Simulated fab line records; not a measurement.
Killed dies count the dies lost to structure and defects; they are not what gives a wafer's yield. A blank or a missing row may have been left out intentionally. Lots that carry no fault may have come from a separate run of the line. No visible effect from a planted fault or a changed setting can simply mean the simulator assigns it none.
Chamber matching + flow sky130 + 4 sister chambers for SKY_VIA3_ETCH_14 on rie_diel-01
The step etches BARC in N2/H2, stops on SiO2, time 45.9 s, target depth 60 nm. 8 wafers are shown with their chamber, then 8 later ones without.

EACH WAFER AND ITS CHAMBER
| wafer  | chamber | oes_product_au (a.u.) | throttle_valve_pct (%) |
|--------|---------|-----------------------|------------------------|
| L084.2 | 1       | 0.856                 | 13.240                 |
| L084.3 | 0       | 0.854                 | 13.211                 |
| L084.5 | 3       | 0.855                 | 13.221                 |
| L084.6 | 2       | 0.862                 | 13.219                 |
| L090.1 | 2       | 0.853                 | 13.230                 |
| L090.2 | 0       | 0.850                 | 13.231                 |
| L090.3 | 3       | 0.855                 | 13.218                 |
| L090.4 | 1       | 0.855                 | 13.226                 |

WAFERS WITHOUT THEIR CHAMBER
| wafer  | oes_product_au (a.u.) | throttle_valve_pct (%) |
|--------|-----------------------|------------------------|
| L090.5 | 0.850                 | 13.223                 |
| L090.6 | 0.861                 | 13.227                 |
| L091.1 | 0.853                 | 13.226                 |
| L091.5 | 0.851                 | 13.220                 |
| L091.6 | 0.843                 | 13.210                 |
| L096.2 | 0.850                 | 13.221                 |
| L096.4 | 0.861                 | 13.227                 |
| L096.5 | 0.859                 | 13.233                 |

THE CHAMBER EACH PASSED THROUGH
| wafer  | from the rows above               | in truth |
|--------|-----------------------------------|----------|
| L090.5 | can't be placed: 0 or 3 or 1 or 2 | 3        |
| L090.6 | can't be placed: 2 or 1 or 3 or 0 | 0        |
| L091.1 | can't be placed: 0 or 3 or 1 or 2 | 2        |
| L091.5 | can't be placed: 0 or 3 or 1 or 2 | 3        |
| L091.6 | can't be placed: 0 or 3 or 1 or 2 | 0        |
| L096.2 | can't be placed: 0 or 3 or 1 or 2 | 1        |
| L096.4 | can't be placed: 2 or 1 or 3 or 0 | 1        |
| L096.5 | can't be placed: 2 or 1 or 3 or 0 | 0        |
0 of 8 placed correctly. These rows do not allow placing 8 (true chamber among the candidates in 8). 0 placed wrongly.
How it was worked out, from the rows above alone: a wafer's distance from a chamber is the root of the sum, over the readings, of the square of ((its reading less the chamber's mean) divided by the reading's scatter). The wafer belongs to the nearest chamber; if the next one is less than 2 further off, it can't be placed. Each chamber's mean is taken over the wafers shown for it. The scatter: take each reading less its chamber's mean, square it, sum over the shown wafers, divide by the number of wafers less the number of chambers, and take the root.
